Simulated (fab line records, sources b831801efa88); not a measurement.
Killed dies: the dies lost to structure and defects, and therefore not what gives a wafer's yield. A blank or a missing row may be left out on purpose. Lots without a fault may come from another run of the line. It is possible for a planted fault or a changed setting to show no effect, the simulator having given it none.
The tool behind it: which one?    flow sky130    24 lots with 72 wafers sampled at 2 steps, on a route of 708 steps

## WHAT EACH GAUGE READ, for each wafer
SKY_METAL1_RS_MEAS_05: measurement is done with a four-point probe. Usual: for METAL1_ALCU_RS the level is 0.1267 ohm/sq and the standard deviation is 0.0013.
lot   measured      on             METAL1_ALCU_RS (ohm/sq)  flag
L074  day 31 10:52  film metro-03  0.1259 0.1273 0.1250     
L075  day 31 14:16  film metro-01  0.1285 0.1290 0.1274     
L076  day 32 11:11  film metro-03  0.1250 0.1243 0.1266     
L077  day 32 13:31  film metro-01  0.1277 0.1270 0.1252     
L078  day 33 04:56  film metro-03  0.1279 0.1268 0.1289     
L079  day 33 17:55  film metro-03  0.1277 0.1269 0.1267     
L080  day 33 18:48  film metro-03  0.1265 0.1257 0.1270     
L081  day 33 20:49  film metro-04  0.1267 0.1251 0.1258     
L082  day 34 02:13  film metro-04  0.1311 0.1281 0.1274     
L083  day 34 15:52  film metro-03  0.1266 0.1275 0.1255     
L084  day 34 16:48  film metro-01  0.1273 0.1275 0.1255     
L085  day 35 01:28  film metro-01  0.1256 0.1260 0.1281     
L086  day 35 11:48  film metro-01  0.1274 0.1285 0.1277     
L087  day 35 19:49  film metro-04  0.1265 0.1267 0.1270     
L088  day 35 23:00  film metro-04  0.1262 0.1243 0.1241     
L089  day 36 08:55  film metro-04  0.1278 0.1291 0.1295     
L090  day 36 19:20  film metro-01  0.1261 0.1256 0.1254     
L091  day 37 05:27  film metro-01  0.1276 0.1271 0.1263     
L092  day 38 01:55  film metro-01  0.1270 0.1262 0.1260     
L093  day 38 02:15  film metro-01  0.1247 0.1257 0.1235     
L095  day 38 04:31  film metro-03  0.1265 0.1264 0.1279     
L094  day 38 05:37  film metro-04  0.1267 0.1268 0.1254     
L096  day 38 10:41  film metro-04  0.1250 0.1271 0.1271     
L097  day 38 20:31  film metro-03  0.1278 0.1275 0.1268     

## EACH LOT AND THE TOOL THAT RAN IT (in order: tool; ch and the chambers of the sampled wafers; start)
lot   SKY_METAL1_SPUTTER_03
L074  pvd sputter-04, day 31 10:47
L075  pvd sputter-03, day 31 14:11
L076  pvd sputter-01, day 32 11:05
L077  pvd sputter-01, day 32 13:28
L078  pvd sputter-03, day 33 04:52
L079  pvd sputter-04, day 33 17:51
L080  pvd sputter-01, day 33 18:40
L081  pvd sputter-04, day 33 20:44
L082  pvd sputter-03, day 34 02:09
L083  pvd sputter-01, day 34 15:47
L084  pvd sputter-03, day 34 16:44
L085  pvd sputter-01, day 35 01:22
L086  pvd sputter-03, day 35 11:44
L087  pvd sputter-04, day 35 19:44
L088  pvd sputter-01, day 35 22:55
L089  pvd sputter-01, day 36 08:52
L090  pvd sputter-04, day 36 19:16
L091  pvd sputter-04, day 37 05:20
L092  pvd sputter-01, day 38 01:50
L093  pvd sputter-01, day 38 02:11
L095  pvd sputter-03, day 38 04:28
L094  pvd sputter-04, day 38 05:31
L096  pvd sputter-03, day 38 10:37
L097  pvd sputter-03, day 38 20:28
- SKY_METAL1_SPUTTER_03: material Ti, target thk 5 nm, time 3.3 s.

## AS READ BY THE TOOLS THEMSELVES (means over the sampled wafers that have a number; for cases with no such wafer, the mark the record gives instead)
SKY_METAL1_SPUTTER_03. Usual: 29.9 % for throttle valve pct, sd 0.8.
lot   tool            throttle valve pct (%)  flag
L074  pvd sputter-04  29.5                    
L075  pvd sputter-03  30.3                    
L076  pvd sputter-01  29.4                    
L077  pvd sputter-01  29.6                    
L078  pvd sputter-03  29.5                    
L079  pvd sputter-04  29.6                    
L080  pvd sputter-01  30.0                    
L081  pvd sputter-04  29.6                    
L082  pvd sputter-03  29.3                    
L083  pvd sputter-01  29.6                    
L084  pvd sputter-03  29.4                    
L085  pvd sputter-01  29.8                    
L086  pvd sputter-03  30.2                    
L087  pvd sputter-04  30.6                    
L088  pvd sputter-01  29.5                    
L089  pvd sputter-01  29.8                    
L090  pvd sputter-04  29.8                    
L091  pvd sputter-04  30.3                    
L092  pvd sputter-01  29.7                    
L093  pvd sputter-01  29.7                    
L095  pvd sputter-03  30.4                    
L094  pvd sputter-04  30.3                    
L096  pvd sputter-03  29.2                    
L097  pvd sputter-03  29.4                    

## THE ANSWER, worked out from the rows above alone
Rule: a lot is off if the mean of its wafers that have a number lies more than 3 standard deviations from the usual mean. A lot without any number at a reading at which 4 lots or more have one is off too. All remaining lots with rows at the step are treated as sound. The gauges are gone through in route order, then the tools' own readings, and for those a lot's mean is taken as printed above. The first step at which some lot is off is used, and at that step the reading that is off furthest; a lot without a number counts as furthest.
None of the lots is off at any reading shown; this tells nothing.

## WHAT THE SIMULATOR HAD PUT IN
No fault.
